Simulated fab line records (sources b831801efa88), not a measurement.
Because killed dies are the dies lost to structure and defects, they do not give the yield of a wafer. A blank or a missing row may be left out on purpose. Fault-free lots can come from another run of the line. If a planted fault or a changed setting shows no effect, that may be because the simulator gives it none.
Code-filled problem report in 8D (eight disciplines) form | flow gf180mcu | the parts of the form that need people (team, actions taken, sign-off) are left out

## 1. THE PROBLEM
Mean of heater_power_total_W at GF_VT_IMPLANT_SOFTBAKE_03: 59.48 W across 6 wafers in 2 lots; on wafers with no fault it is 56.60 W (standard deviation 0.049). That is +59 standard deviations from the usual mean.
The step: time 60 s.
The first sign was on wafer L180.1 at day 7 11:23, on litho_track-02. At this step, 39 wafers from 13 lots have a number in the record. By rule, "out" or "out of limits" means more than 4 standard deviations away from the usual mean. All remaining wafers that have a number are taken as sound.

## 2. WHAT IT IS, AND WHAT IT ISN'T
question                    | is                                 | is not
which readings at this step | heater_power_total_W, plate_temp_C | -
which lots                  | L180, L182                         | L171, L174, L178, L181, L183, L186, L187, L188, L189, L193, L194
which wafers of those lots  | all that have a number             | -
read on which tools         | litho_track-02                     | litho_track-01, litho_track-03
when                        | from day 7 11:23                   | up to then (9 sound wafers); but 24 sound wafers of L181, L183, L186, L187, L188, L189, L193, L194 came after

## 3. SUSPECTS, AND WHAT RULES EACH OUT
Counting: a tool at any process step up to the reading remains a suspect when it ran all the lots that are out and ran no sound lot after the first of those.
- litho_track-02 at GF_VT_IMPLANT_SOFTBAKE_03 (time 60 s): kept. All lots that are out passed through it, beginning with L180 at day 7 11:23, and no sound lot followed; its final sound lot before that point was L178 at day 6 20:37. Its own heater_power_total_W, plate_temp_C readings are out on those wafers.
After counting, what remains is litho_track-02 at GF_VT_IMPLANT_SOFTBAKE_03.

## 4. THE CAUSE (what the simulator had put in)
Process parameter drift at GF_VT_IMPLANT_SOFTBAKE_03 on litho_track-02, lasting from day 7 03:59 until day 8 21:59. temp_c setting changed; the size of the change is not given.
The count eliminated every tool but this one.

## 5. THE EFFECT CHAIN, in route order
Each row: a reading whose mean over the struck wafers that have a number lies more than 3 standard deviations from the usual. Only readings for which the record gives a usual standard deviation are gone through. hours: the time from each lot's start at the first step in this table that gives one to its start at this step, as a median over the lots. sigmas: the change in usual standard deviations.
hours | step                      | reading                  | usual    | on struck wafers | change | sigmas
0     | GF_VT_IMPLANT_SOFTBAKE_03 | heater_power_total_W     | 56.60 W  | 59.48            | +2.88  | +59
0     | GF_VT_IMPLANT_SOFTBAKE_03 | plate_temp_C             | 89.99 C  | 93.25            | +3.26  | +27
8     | GF_VT_IMPLANT_STRIP_09    | strip_time_to_endpoint_s | 12.657 s | 12.542           | -0.115 | -3.8
Process steps it contains:
- GF_VT_IMPLANT_SOFTBAKE_03: time 60 s.
- GF_VT_IMPLANT_STRIP_09: strips in O2/N2.
At these later measuring or inspecting steps, every struck wafer for which the step has a row has a number for every such reading, and none has moved that far: GF_VT_IMPLANT_TW_MEAS_21.

## 6. HOW IT WOULD HAVE BEEN CAUGHT EARLIER
First out-of-limits reading in this record: day 7 11:23, which is 7 hours after fault onset at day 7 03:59.
